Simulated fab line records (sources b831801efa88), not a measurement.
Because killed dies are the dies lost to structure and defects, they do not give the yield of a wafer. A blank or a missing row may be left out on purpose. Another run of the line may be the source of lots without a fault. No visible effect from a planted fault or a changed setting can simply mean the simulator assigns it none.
fab line records ; flow sky130
record lots=24; wafers=72; lastDay=50
route steps=708 shown CONTACT@421 METAL1@450 VIA1@460 METAL2@488
lots with no fault: from the same line, run without faults
startH: the number of hours between the record's first day and the start of the first shown wafer of the lot ; waitH: hours from the lot's prior step to this one ; " identical to the entry in the row above ; L1.1+2: several wafers, shown together as one row ; - no value, or no start was given ; * or withheld: withheld ; < > ~ a bound
route shown NAME@n: a module of which the file shows steps, and the number in the route of the first ; usual: the fault-free wafers' mean and standard deviation ; same: alike in all rows ; chamber/n: place in a boat ; sites: readings site by site ; _std_site: the standard deviation of these ; _edge_site: outer sites' mean less inner sites' ; radiusMm: for every site, how far away it sits from the centre of the wafer ; mask NAME#n: copy n ; behind: tool/chamber where the wafer was last shaped ; hold: cause of the lot's hold/its duration in hours/its outcome ; device: the n, p or np transistor that did not switch ; end of line: at the end of the route, the tests of the same wafers ; a step given without rows: its recipe and nothing more ; killed: dies that structure and defects cost at the first sort, which is not the same as the wafer's yield ; map: dies across one wafer; x = killed, . = not, _ = none there
set.NAME: the setting the step ran with; set.NAME@STEP: the setting that earlier step ran with ; model.NAME: the simulator's own value behind a step, which no gauge read
a sample of lots followed through the steps of the route, with each step as a table and each wafer as a row
services: when a tool's chamber went out of use (startH, in hours from the record's first day, below 0 if earlier), for how many hours, and the reason
## steps
# step SKY_CONTACT_OVL_MEAS_15
# usual CONTACT_OVL=-1/5.9
lot.wafer;tool;chamber;startH;waitH;CONTACT_OVL[nm]
L074.1;overlay-02;-;745.44;0.1;-3
L074.3;overlay-02;-;745.44;0.1;-6
L074.6;overlay-02;-;745.44;0.1;-1
L075.2;overlay-01;-;747.34;0.1;0
L075.5;overlay-01;-;747.34;0.1;-3
L075.6;overlay-01;-;747.34;0.1;6
L076.2;overlay-02;-;760.63;0.1;4
L076.3;overlay-02;-;760.63;0.1;-3
L076.4;overlay-02;-;760.63;0.1;-4
L077.3;overlay-02;-;764.24;0.1;-11
L077.5;overlay-02;-;764.24;0.1;-4
L077.6;overlay-02;-;764.24;0.1;-2
L078.2;overlay-01;-;770.99;0.1;10
L078.3;overlay-01;-;770.99;0.1;7
L078.6;overlay-01;-;770.99;0.1;-2
L079.1;overlay-02;-;782.38;0.1;-8
L079.3;overlay-02;-;782.38;0.1;-9
L079.5;overlay-02;-;782.38;0.1;-14
L080.3;overlay-02;-;798.94;0.1;-9
L080.4;overlay-02;-;798.94;0.1;-7
L080.5;overlay-02;-;798.94;0.1;2
L081.2;overlay-02;-;803.86;0.1;5
L081.4;overlay-02;-;803.86;0.1;8
L081.5;overlay-02;-;803.86;0.1;-5
L082.2;overlay-01;-;805.13;0.1;6
L082.3;overlay-01;-;805.13;0.1;2
L082.6;overlay-01;-;805.13;0.1;3
L083.2;overlay-01;-;810.99;0.1;1
L083.5;overlay-01;-;810.99;0.1;1
L083.6;overlay-01;-;810.99;0.1;3
L084.1;overlay-02;-;824.04;0.1;1
L084.2;overlay-02;-;824.04;0.1;3
L084.3;overlay-02;-;824.04;0.1;8
L085.3;overlay-02;-;829.45;0.1;-9
L085.5;overlay-02;-;829.45;0.1;-8
L085.6;overlay-02;-;829.45;0.1;0
L086.1;overlay-01;-;835.04;0.1;4
L086.3;overlay-01;-;835.04;0.1;4
L086.5;overlay-01;-;835.04;0.1;5
L087.1;overlay-01;-;849.27;0.1;5
L087.4;overlay-01;-;849.27;0.1;-4
L087.5;overlay-01;-;849.27;0.1;3
L088.1;overlay-02;-;851.32;0.1;-3
L088.2;overlay-02;-;851.32;0.1;-5
L088.6;overlay-02;-;851.32;0.1;-5
L089.1;overlay-01;-;862.88;0.1;4
L089.2;overlay-01;-;862.88;0.1;3
L089.5;overlay-01;-;862.88;0.1;-1
L090.1;overlay-02;-;868.32;0.1;4
L090.4;overlay-02;-;868.32;0.1;-6
L090.5;overlay-02;-;868.32;0.1;2
L091.2;overlay-02;-;874.19;0.1;15
L091.5;overlay-02;-;874.19;0.1;-1
L091.6;overlay-02;-;874.19;0.1;7
L092.1;overlay-01;-;883.19;0.1;8
L092.3;overlay-01;-;883.19;0.1;4
L092.5;overlay-01;-;883.19;0.1;6
L093.3;overlay-01;-;888.05;0.1;-16
L093.4;overlay-01;-;888.05;0.1;-14
L093.6;overlay-01;-;888.05;0.1;-14
L094.1;overlay-02;-;895.98;0.1;-2
L094.2;overlay-02;-;895.98;0.1;8
L094.6;overlay-02;-;895.98;0.1;7
L095.2;overlay-01;-;903.84;0.1;-8
L095.4;overlay-01;-;903.84;0.1;-7
L095.6;overlay-01;-;903.84;0.1;-9
L096.1;overlay-01;-;911.94;0.1;5
L096.4;overlay-01;-;911.94;0.1;9
L096.6;overlay-01;-;911.94;0.1;6
L097.1;overlay-02;-;917.49;0.1;2
L097.2;overlay-02;-;917.49;0.1;0
L097.6;overlay-02;-;917.49;0.1;2
# step SKY_METAL1_OVL_MEAS_16
# usual METAL1_OVL=-2/5.1
lot.wafer;tool;chamber;startH;waitH;METAL1_OVL[nm]
L074.1;overlay-01;-;775.26;0.1;2
L074.3;overlay-01;-;775.26;0.1;2
L074.6;overlay-01;-;775.26;0.1;-3
L075.2;overlay-02;-;776.79;0.1;-1
L075.5;overlay-02;-;776.79;0.1;1
L075.6;overlay-02;-;776.79;0.1;-2
L076.2;overlay-01;-;789.59;0.1;-1
L076.3;overlay-01;-;789.59;0.1;-7
L076.4;overlay-01;-;789.59;0.1;0
L077.3;overlay-01;-;792.90;0.1;-3
L077.5;overlay-01;-;792.90;0.1;-1
L077.6;overlay-01;-;792.90;0.1;-5
L078.2;overlay-01;-;799.73;0.1;1
L078.3;overlay-01;-;799.73;0.1;0
L078.6;overlay-01;-;799.73;0.1;4
L079.1;overlay-02;-;811.12;0.1;2
L079.3;overlay-02;-;811.12;0.1;11
L079.5;overlay-02;-;811.12;0.1;1
L080.3;overlay-01;-;827.29;0.1;5
L080.4;overlay-01;-;827.29;0.1;6
L080.5;overlay-01;-;827.29;0.1;1
L081.2;overlay-01;-;831.84;0.1;0
L081.4;overlay-01;-;831.84;0.1;3
L081.5;overlay-01;-;831.84;0.1;14
L082.2;overlay-01;-;833.44;0.1;-7
L082.3;overlay-01;-;833.44;0.1;-3
L082.6;overlay-01;-;833.44;0.1;-9
L083.2;overlay-01;-;839.09;0.1;-9
L083.5;overlay-01;-;839.09;0.1;-8
L083.6;overlay-01;-;839.09;0.1;-5
L084.1;overlay-01;-;852.32;0.1;-3
L084.2;overlay-01;-;852.32;0.1;-10
L084.3;overlay-01;-;852.32;0.1;-1
L085.3;overlay-01;-;857.70;0.1;-7
L085.5;overlay-01;-;857.70;0.1;-10
L085.6;overlay-01;-;857.70;0.1;-10
L086.1;overlay-02;-;863.58;0.1;-8
L086.3;overlay-02;-;863.58;0.1;-6
L086.5;overlay-02;-;863.58;0.1;-9
L087.1;overlay-02;-;877.92;0.1;3
L087.4;overlay-02;-;877.92;0.1;0
L087.5;overlay-02;-;877.92;0.1;-3
L088.1;overlay-01;-;878.57;0.1;-4
L088.2;overlay-01;-;878.57;0.1;-7
L088.6;overlay-01;-;878.57;0.1;0
L089.1;overlay-01;-;890.73;0.1;-6
L089.2;overlay-01;-;890.73;0.1;4
L089.5;overlay-01;-;890.73;0.1;-2
L090.1;overlay-01;-;896.48;0.1;-6
L090.4;overlay-01;-;896.48;0.1;-5
L090.5;overlay-01;-;896.48;0.1;-7
L091.2;overlay-01;-;901.88;0.1;-12
L091.5;overlay-01;-;901.88;0.1;-10
L091.6;overlay-01;-;901.88;0.1;-2
L092.1;overlay-01;-;910.33;0.1;-5
L092.3;overlay-01;-;910.33;0.1;-4
L092.5;overlay-01;-;910.33;0.1;-9
L093.3;overlay-01;-;915.20;0.1;3
L093.4;overlay-01;-;915.20;0.1;4
L093.6;overlay-01;-;915.20;0.1;2
L094.1;overlay-01;-;923.07;0.1;-5
L094.2;overlay-01;-;923.07;0.1;-7
L094.6;overlay-01;-;923.07;0.1;1
L095.2;overlay-02;-;930.79;0.1;-8
L095.4;overlay-02;-;930.79;0.1;-14
L095.6;overlay-02;-;930.79;0.1;-14
L096.1;overlay-01;-;938.97;0.1;1
L096.4;overlay-01;-;938.97;0.1;4
L096.6;overlay-01;-;938.97;0.1;0
L097.1;overlay-01;-;944.12;0.1;-2
L097.2;overlay-01;-;944.12;0.1;-1
L097.6;overlay-01;-;944.12;0.1;1
# step SKY_VIA1_CMP_02
# recipe material=SiO2; downForcePsi=4; platenRpm=60; padVelocityMS=0.94248
# usual motorCurrentA=11.9/1.5
lot.wafer;tool;chamber;startH;waitH;motorCurrentA
L074.1;cmp-02;1;776.34;0.1;10.6
L074.3;cmp-02;2;776.34;0.1;10.1
L074.6;cmp-02;0;776.34;0.1;9.5
L075.2;cmp-01;2;777.77;0.0;13.2
L075.6;cmp-01;2;777.77;0.0;14.1
L075.5;cmp-01;3;777.77;0.0;12.7
L076.3;cmp-02;3;790.74;0.0;11.6
L076.2;cmp-02;1;790.74;0.0;10.9
L076.4;cmp-02;2;790.74;0.0;10.1
L077.3;cmp-02;2;794.53;0.2;10.2
L077.6;cmp-02;3;794.53;0.2;11.8
L077.5;cmp-02;0;794.53;0.2;9.9
L078.3;cmp-01;1;801.15;0.0;12.2
L078.2;cmp-01;3;801.15;0.0;12.9
L078.6;cmp-01;1;801.15;0.0;12.4
L079.3;cmp-02;0;812.15;0.1;9.7
L079.1;cmp-02;2;812.15;0.1;10.3
L079.5;cmp-02;0;812.15;0.1;9.5
L080.3;cmp-01;3;828.30;0.0;13.3
L080.4;cmp-01;2;828.30;0.0;14.2
L080.5;cmp-01;3;828.30;0.0;13.0
L081.4;cmp-01;2;832.87;0.1;13.1
L081.2;cmp-01;3;832.87;0.1;13.5
L081.5;cmp-01;1;832.87;0.1;12.3
L082.3;cmp-02;0;834.74;0.1;9.4
L082.2;cmp-02;2;834.74;0.1;10.6
L082.6;cmp-02;0;834.74;0.1;9.1
L083.2;cmp-01;1;840.30;0.1;12.3
L083.6;cmp-01;0;840.30;0.1;14.1
L083.5;cmp-01;1;840.30;0.1;12.4
L084.1;cmp-01;2;853.50;0.1;12.9
L084.2;cmp-01;3;853.50;0.1;13.1
L084.3;cmp-01;0;853.50;0.1;13.5
L085.3;cmp-02;3;858.90;0.1;12.2
L085.5;cmp-02;2;858.90;0.1;10.4
L085.6;cmp-02;3;858.90;0.1;12.1
L086.1;cmp-01;0;864.62;0.1;13.6
L086.3;cmp-01;1;864.62;0.1;12.7
L086.5;cmp-01;0;864.62;0.1;13.5
L087.4;cmp-02;2;878.96;0.1;10.3
L087.1;cmp-02;0;878.96;0.1;9.7
L087.5;cmp-02;2;878.96;0.1;9.9
L088.2;cmp-01;2;879.60;0.1;13.6
L088.1;cmp-01;3;879.60;0.1;13.4
L088.6;cmp-01;2;879.60;0.1;14.0
L089.2;cmp-02;3;891.72;0.0;12.3
L089.1;cmp-02;0;891.72;0.0;10.0
L089.5;cmp-02;0;891.72;0.0;9.4
L090.1;cmp-01;2;897.47;0.1;13.0
L090.4;cmp-01;1;897.47;0.1;12.7
L090.5;cmp-01;2;897.47;0.1;13.4
L091.2;cmp-01;3;902.85;0.0;13.1
L091.5;cmp-01;3;902.85;0.0;13.3
L091.6;cmp-01;0;902.85;0.0;13.4
L092.1;cmp-02;1;911.32;0.1;10.4
L092.3;cmp-02;2;911.32;0.1;10.4
L092.5;cmp-02;1;911.32;0.1;10.9
L093.3;cmp-01;2;916.19;0.0;13.4
L093.4;cmp-01;1;916.19;0.0;12.6
L093.6;cmp-01;2;916.19;0.0;14.0
L094.1;cmp-02;1;924.09;0.1;10.5
L094.2;cmp-02;3;924.09;0.1;12.3
L094.6;cmp-02;1;924.09;0.1;11.3
L095.2;cmp-02;0;931.81;0.0;9.2
L095.4;cmp-02;2;931.81;0.0;10.2
L095.6;cmp-02;1;931.81;0.0;10.2
L096.4;cmp-02;3;940.24;0.1;12.5
L096.1;cmp-02;1;940.24;0.1;10.7
L096.6;cmp-02;2;940.24;0.1;9.8
L097.1;cmp-02;1;945.10;0.1;10.9
L097.2;cmp-02;2;945.10;0.1;10.2
L097.6;cmp-02;2;945.10;0.1;10.3
# step SKY_VIA1_ETCH_14
# recipe chemistry=N2/H2; target=BARC; ionEnergyEv=200; sourceW=500; biasW=100; pressureMtorr=30; n2FlowSccm=100; h2FlowSccm=200; stopOn=SiO2; timeS=45.9; targetDepthA=600
# usual biasW=100.0/0.3; drypumpMotorCurrentA=5.5/0.45; n2FlowSccm=99.97/0.28; oesProductAu=0.854/0.0044; throttleValvePct=13.225/0.0095
lot.wafer;tool;chamber;startH;waitH;biasW;drypumpMotorCurrentA;n2FlowSccm;oesProductAu;rfHoursCounterH;throttleValvePct
L074.1;rieDiel-01;0;803.17;0.0;99.6;5.7;100.49;0.860;4;13.221
L074.3;rieDiel-01;2;803.17;0.0;99.5;6.3;99.77;0.855;5;13.236
L074.6;rieDiel-01;0;803.17;0.0;99.8;5.8;99.92;0.843;-;13.220
L075.2;rieDiel-03;2;804.97;0.0;100.7;5.9;99.77;0.846;22;13.230
L075.5;rieDiel-03;1;804.97;0.0;99.7;5.0;99.88;0.853;-;13.222
L075.6;rieDiel-03;0;804.97;0.0;100.3;4.9;99.64;0.853;-;13.228
L076.2;rieDiel-03;0;817.62;0.0;99.6;5.0;99.93;0.854;17;13.223
L076.3;rieDiel-03;3;817.62;0.0;99.8;5.5;100.42;0.856;4;13.233
L076.4;rieDiel-03;2;817.62;0.0;100.1;5.9;100.23;0.856;23;13.234
L077.3;rieDiel-02;2;821.02;0.0;100.0;5.1;100.70;0.858;8;13.221
L077.5;rieDiel-02;2;821.02;0.0;99.6;5.1;99.94;0.857;-;13.222
L077.6;rieDiel-02;1;821.02;0.0;100.3;5.6;99.94;0.853;-;13.231
L078.2;rieDiel-01;0;828.02;0.0;99.8;5.7;99.91;0.848;5;13.226
L078.3;rieDiel-01;2;828.02;0.0;100.5;6.3;99.97;0.853;5;13.232
L078.6;rieDiel-01;2;828.02;0.0;100.7;6.3;100.21;0.850;-;13.228
L079.1;rieDiel-03;2;838.72;0.0;100.1;5.9;100.07;0.852;24;13.220
L079.3;rieDiel-03;0;838.72;0.0;99.5;5.0;99.91;0.857;18;13.218
L079.5;rieDiel-03;2;838.72;0.0;99.9;5.9;100.17;0.855;-;13.209
L080.3;rieDiel-03;2;854.92;0.0;99.9;5.8;100.49;0.848;24;13.214
L080.4;rieDiel-03;3;854.92;0.0;99.9;5.6;100.39;0.863;5;13.220
L080.5;rieDiel-03;1;854.92;0.0;100.1;5.0;99.79;0.863;-;13.235
L081.2;rieDiel-03;2;859.34;0.0;100.0;5.8;100.27;0.851;24;13.237
L081.4;rieDiel-03;3;859.34;0.0;100.1;5.5;99.89;0.860;5;13.218
L081.5;rieDiel-03;0;859.34;0.0;100.3;5.0;99.50;0.853;-;13.225
L082.2;rieDiel-03;2;861.47;0.0;100.0;5.9;99.43;0.851;24;13.247
L082.3;rieDiel-03;1;861.47;0.0;100.2;5.0;100.26;0.855;13;13.233
L082.6;rieDiel-03;1;861.47;0.0;100.2;5.0;99.91;0.854;-;13.213
L083.2;rieDiel-02;0;867.24;0.0;100.4;5.1;99.89;0.858;3;13.232
L083.5;rieDiel-02;1;867.24;0.0;99.8;5.6;100.44;0.846;-;13.219
L083.6;rieDiel-02;3;867.24;0.0;100.3;6.4;100.05;0.856;-;13.217
L084.1;rieDiel-02;2;879.87;0.0;99.9;5.1;99.99;0.851;9;13.226
L084.2;rieDiel-02;0;879.87;0.0;100.0;5.0;100.21;0.855;4;13.247
L084.3;rieDiel-02;1;879.87;0.0;100.1;5.6;99.69;0.854;13;13.234
L085.3;rieDiel-03;2;885.47;0.0;99.8;5.9;100.45;0.852;25;13.207
L085.5;rieDiel-03;0;885.47;0.0;100.2;4.9;100.07;0.857;-;13.242
L085.6;rieDiel-03;1;885.47;0.0;99.9;5.0;99.87;0.852;-;13.223
L086.1;rieDiel-03;0;891.32;0.0;100.4;5.0;100.37;0.859;20;13.220
L086.3;rieDiel-03;3;891.32;0.0;99.8;5.6;99.57;0.851;6;13.229
L086.5;rieDiel-03;2;891.32;0.0;99.9;5.8;99.88;0.856;-;13.232
L087.1;rieDiel-02;2;905.37;0.0;100.2;5.1;100.59;0.862;10;13.219
L087.4;rieDiel-02;1;905.37;0.0;100.2;5.6;100.02;0.858;15;13.206
L087.5;rieDiel-02;1;905.37;0.0;100.2;5.6;99.92;0.855;-;13.241
L088.1;rieDiel-03;2;905.82;0.0;100.5;5.8;100.18;0.854;26;13.251
L088.2;rieDiel-03;0;905.82;0.0;99.9;5.0;99.51;0.848;21;13.233
L088.6;rieDiel-03;2;905.82;0.0;99.7;5.8;99.98;0.855;-;13.229
L089.1;rieDiel-01;0;917.87;0.0;100.3;5.7;100.35;0.847;5;13.216
L089.2;rieDiel-01;1;917.87;0.0;99.6;5.5;99.69;0.851;2;13.215
L089.5;rieDiel-01;0;917.87;0.0;99.7;5.7;99.99;0.855;-;13.222
L090.1;rieDiel-01;2;923.27;0.0;100.2;6.3;100.27;0.849;6;13.226
L090.4;rieDiel-01;1;923.27;0.0;100.2;5.6;100.15;0.851;2;13.233
L090.5;rieDiel-01;0;923.27;0.0;99.8;5.7;100.21;0.860;-;13.220
L091.2;rieDiel-03;3;927.97;0.0;100.2;5.5;99.42;0.849;8;13.228
L091.5;rieDiel-03;3;927.97;0.0;100.9;5.6;99.95;0.861;-;13.237
L091.6;rieDiel-03;2;927.97;0.0;100.3;5.9;100.13;0.849;-;13.221
L092.1;rieDiel-02;0;936.97;0.0;100.2;5.1;99.68;0.863;6;13.227
L092.3;rieDiel-02;2;936.97;0.0;99.9;5.1;100.03;0.848;11;13.238
L092.5;rieDiel-02;1;936.97;0.0;99.8;5.6;99.86;0.855;-;13.227
L093.3;rieDiel-01;3;941.77;0.0;99.5;5.5;99.68;0.854;2;13.233
L093.4;rieDiel-01;1;941.77;0.0;100.3;5.5;99.92;0.855;2;13.216
L093.6;rieDiel-01;2;941.77;0.0;100.1;6.3;99.92;0.850;-;13.222
L094.1;rieDiel-02;2;948.97;0.0;100.2;5.1;100.30;0.848;11;13.229
L094.2;rieDiel-02;0;948.97;0.0;99.9;5.1;100.32;0.854;7;13.225
L094.6;rieDiel-02;0;948.97;0.0;99.6;5.1;100.12;0.855;-;13.237
L095.2;rieDiel-03;0;957.63;0.0;99.7;5.0;99.85;0.855;22;13.216
L095.4;rieDiel-03;3;957.63;0.0;99.6;5.6;100.15;0.851;-;13.215
L095.6;rieDiel-03;0;957.63;0.0;99.6;5.0;100.20;0.852;-;13.227
L096.1;rieDiel-02;2;965.38;0.0;99.5;5.1;99.41;0.861;12;13.231
L096.4;rieDiel-02;3;965.38;0.0;100.3;6.4;99.53;0.850;2;13.235
L096.6;rieDiel-02;0;965.38;0.0;100.3;5.0;99.86;0.850;-;13.217
L097.1;rieDiel-02;0;969.83;0.0;99.7;5.1;100.12;0.851;7;13.205
L097.2;rieDiel-02;3;969.83;0.0;99.7;6.4;100.02;0.853;2;13.219
L097.6;rieDiel-02;1;969.83;0.0;99.6;5.6;99.88;0.847;-;13.222
# step SKY_METAL2_RS_MEAS_05
# recipe thkMeasGauge=four-point-probe; reads=TiN_of_METAL2_SPUTTER_04+Ti_of_METAL2_SPUTTER_03+AlCu_of_METAL2_SPUTTER_02+TiN_of_METAL2_SPUTTER_01+Ti_of_METAL2_SPUTTER_00
# usual METAL2_ALCU_RS=0.1274/0.0015
lot.wafer;tool;chamber;startH;waitH;METAL2_ALCU_RS[ohm/sq]
L074.1;filmMetro-02;-;804.63;0.0;0.1262
L074.3;filmMetro-02;-;804.63;0.0;0.1278
L074.6;filmMetro-02;-;804.63;0.0;0.1265
L075.2;filmMetro-02;-;806.51;0.0;0.1287
L075.5;filmMetro-02;-;806.51;0.0;0.1275
L075.6;filmMetro-02;-;806.51;0.0;0.1283
L076.2;filmMetro-02;-;819.10;0.0;0.1279
L076.3;filmMetro-02;-;819.10;0.0;0.1286
L076.4;filmMetro-02;-;819.10;0.0;0.1271
L077.3;filmMetro-04;-;822.52;0.1;0.1258
L077.5;filmMetro-04;-;822.52;0.1;0.1262
L077.6;filmMetro-04;-;822.52;0.1;0.1256
L078.2;filmMetro-04;-;829.52;0.0;0.1235
L078.3;filmMetro-04;-;829.52;0.0;0.1253
L078.6;filmMetro-04;-;829.52;0.0;0.1258
L079.1;filmMetro-04;-;840.21;0.0;0.1289
L079.3;filmMetro-04;-;840.21;0.0;0.1260
L079.5;filmMetro-04;-;840.21;0.0;0.1276
L080.3;filmMetro-04;-;856.51;0.1;0.1284
L080.4;filmMetro-04;-;856.51;0.1;0.1277
L080.5;filmMetro-04;-;856.51;0.1;0.1285
L081.2;filmMetro-04;-;860.93;0.0;0.1262
L081.4;filmMetro-04;-;860.93;0.0;0.1254
L081.5;filmMetro-04;-;860.93;0.0;0.1246
L082.2;filmMetro-04;-;862.94;0.0;0.1300
L082.3;filmMetro-04;-;862.94;0.0;0.1303
L082.6;filmMetro-04;-;862.94;0.0;0.1290
L083.2;filmMetro-04;-;868.74;0.0;0.1255
L083.5;filmMetro-04;-;868.74;0.0;0.1262
L083.6;filmMetro-04;-;868.74;0.0;0.1270
L084.1;filmMetro-04;-;881.33;0.0;0.1279
L084.2;filmMetro-04;-;881.33;0.0;0.1281
L084.3;filmMetro-04;-;881.33;0.0;0.1272
L085.3;filmMetro-02;-;886.99;0.1;0.1282
L085.5;filmMetro-02;-;886.99;0.1;0.1300
L085.6;filmMetro-02;-;886.99;0.1;0.1301
L086.1;filmMetro-02;-;892.80;0.0;0.1277
L086.3;filmMetro-02;-;892.80;0.0;0.1272
L086.5;filmMetro-02;-;892.80;0.0;0.1269
L087.1;filmMetro-02;-;906.89;0.0;0.1270
L087.4;filmMetro-02;-;906.89;0.0;0.1259
L087.5;filmMetro-02;-;906.89;0.0;0.1266
L088.1;filmMetro-04;-;907.28;0.0;0.1269
L088.2;filmMetro-04;-;907.28;0.0;0.1279
L088.6;filmMetro-04;-;907.28;0.0;0.1269
L089.1;filmMetro-02;-;919.37;0.0;0.1260
L089.2;filmMetro-02;-;919.37;0.0;0.1258
L089.5;filmMetro-02;-;919.37;0.0;0.1275
L090.1;filmMetro-04;-;924.73;0.0;0.1267
L090.4;filmMetro-04;-;924.73;0.0;0.1282
L090.5;filmMetro-04;-;924.73;0.0;0.1285
L091.2;filmMetro-04;-;929.47;0.0;0.1260
L091.5;filmMetro-04;-;929.47;0.0;0.1271
L091.6;filmMetro-04;-;929.47;0.0;0.1278
L092.1;filmMetro-04;-;938.47;0.0;0.1258
L092.3;filmMetro-04;-;938.47;0.0;0.1267
L092.5;filmMetro-04;-;938.47;0.0;0.1266
L093.3;filmMetro-04;-;943.36;0.1;0.1289
L093.4;filmMetro-04;-;943.36;0.1;0.1283
L093.6;filmMetro-04;-;943.36;0.1;0.1290
L094.1;filmMetro-02;-;950.46;0.0;0.1261
L094.2;filmMetro-02;-;950.46;0.0;0.1269
L094.6;filmMetro-02;-;950.46;0.0;0.1263
L095.2;filmMetro-04;-;959.23;0.0;0.1277
L095.4;filmMetro-04;-;959.23;0.0;0.1265
L095.6;filmMetro-04;-;959.23;0.0;0.1280
L096.1;filmMetro-02;-;966.87;0.0;0.1301
L096.4;filmMetro-02;-;966.87;0.0;0.1312
L096.6;filmMetro-02;-;966.87;0.0;0.1287
L097.1;filmMetro-01;-;971.65;0.0;0.1277
L097.2;filmMetro-01;-;971.65;0.0;0.1264
L097.6;filmMetro-01;-;971.65;0.0;0.1262
# step SKY_METAL2_OVL_MEAS_16
# usual METAL2_OVL=1/4.6
lot.wafer;tool;chamber;startH;waitH;METAL2_OVL[nm]
L074.1;overlay-02;-;830.99;0.1;-7
L074.3;overlay-02;-;830.99;0.1;-5
L074.6;overlay-02;-;830.99;0.1;-9
L075.2;overlay-01;-;833.19;0.1;0
L075.5;overlay-01;-;833.19;0.1;-3
L075.6;overlay-01;-;833.19;0.1;0
L076.2;overlay-01;-;845.59;0.1;5
L076.3;overlay-01;-;845.59;0.1;1
L076.4;overlay-01;-;845.59;0.1;5
L077.3;overlay-01;-;848.58;0.1;-2
L077.5;overlay-01;-;848.58;0.1;-2
L077.6;overlay-01;-;848.58;0.1;-5
L078.2;overlay-02;-;855.88;0.1;2
L078.3;overlay-02;-;855.88;0.1;3
L078.6;overlay-02;-;855.88;0.1;1
L079.1;overlay-01;-;865.52;0.1;2
L079.3;overlay-01;-;865.52;0.1;0
L079.5;overlay-01;-;865.52;0.1;2
L080.3;overlay-02;-;882.95;0.1;-5
L080.4;overlay-02;-;882.95;0.1;-5
L080.5;overlay-02;-;882.95;0.1;0
L081.2;overlay-02;-;886.79;0.1;2
L081.4;overlay-02;-;886.79;0.1;0
L081.5;overlay-02;-;886.79;0.1;3
L082.2;overlay-01;-;889.30;0.1;0
L082.3;overlay-01;-;889.30;0.1;4
L082.6;overlay-01;-;889.30;0.1;1
L083.2;overlay-01;-;895.28;0.1;7
L083.5;overlay-01;-;895.28;0.1;1
L083.6;overlay-01;-;895.28;0.1;4
L084.1;overlay-01;-;907.42;0.1;1
L084.2;overlay-01;-;907.42;0.1;-4
L084.3;overlay-01;-;907.42;0.1;2
L085.3;overlay-02;-;912.68;0.1;-6
L085.5;overlay-02;-;912.68;0.1;-9
L085.6;overlay-02;-;912.68;0.1;-6
L086.1;overlay-02;-;918.99;0.1;8
L086.3;overlay-02;-;918.99;0.1;5
L086.5;overlay-02;-;918.99;0.1;8
L087.1;overlay-01;-;932.74;0.1;8
L087.4;overlay-01;-;932.74;0.1;3
L087.5;overlay-01;-;932.74;0.1;7
L088.1;overlay-02;-;933.13;0.1;2
L088.2;overlay-02;-;933.13;0.1;-1
L088.6;overlay-02;-;933.13;0.1;0
L089.1;overlay-01;-;945.04;0.1;5
L089.2;overlay-01;-;945.04;0.1;6
L089.5;overlay-01;-;945.04;0.1;6
L090.1;overlay-01;-;950.59;0.1;-4
L090.4;overlay-01;-;950.59;0.1;-4
L090.5;overlay-01;-;950.59;0.1;-2
L091.2;overlay-02;-;954.43;0.1;4
L091.5;overlay-02;-;954.43;0.1;7
L091.6;overlay-02;-;954.43;0.1;5
L092.1;overlay-02;-;964.02;0.1;-3
L092.3;overlay-02;-;964.02;0.1;-2
L092.5;overlay-02;-;964.02;0.1;-4
L093.3;overlay-01;-;968.45;0.1;3
L093.4;overlay-01;-;968.45;0.1;2
L093.6;overlay-01;-;968.45;0.1;-6
L094.1;overlay-01;-;975.94;0.1;0
L094.2;overlay-01;-;975.94;0.1;-1
L094.6;overlay-01;-;975.94;0.1;-1
L095.2;overlay-01;-;983.13;0.1;3
L095.4;overlay-01;-;983.13;0.1;-2
L095.6;overlay-01;-;983.13;0.1;-1
L096.1;overlay-01;-;991.59;0.1;3
L096.4;overlay-01;-;991.59;0.1;-1
L096.6;overlay-01;-;991.59;0.1;-3
L097.1;overlay-01;-;995.47;0.1;5
L097.2;overlay-01;-;995.47;0.1;2
L097.6;overlay-01;-;995.47;0.1;3
## services
tool;chamber;startH;hours;kind
cmp-01;-;755.87;2.6;repair
rieDiel-02;1;793.00;8.3;repair
rieDiel-03;2;794.21;2.4;repair
cmp-02;-;818.82;0.6;repair
rieDiel-01;1;824.17;1.9;repair
cmp-01;-;828.66;0.9;repair
cmp-01;-;833.51;5.5;pm
rieDiel-01;-;837.04;68.4;repair
rieDiel-02;2;843.41;25.8;repair
rieDiel-02;3;848.97;8.6;repair
rieDiel-02;3;869.19;-;clean
rieDiel-02;3;869.19;17.7;scheduledDown
cmp-02;-;869.22;4.9;pm
rieDiel-01;1;894.80;20.9;repair
cmp-02;-;912.02;4.0;pm
cmp-02;-;916.02;-;consumableReplace:conditioner
cmp-02;-;916.02;-;consumableReplace:pad
cmp-02;-;926.66;1.1;repair
rieDiel-02;1;926.81;1.6;repair
rieDiel-03;2;947.13;-;clean
rieDiel-03;2;947.13;13.9;scheduledDown
rieDiel-03;2;947.13;13.9;ventCycle
cmp-02;-;950.96;6.9;pm
rieDiel-02;-;959.67;1.7;repair
## key
fault none
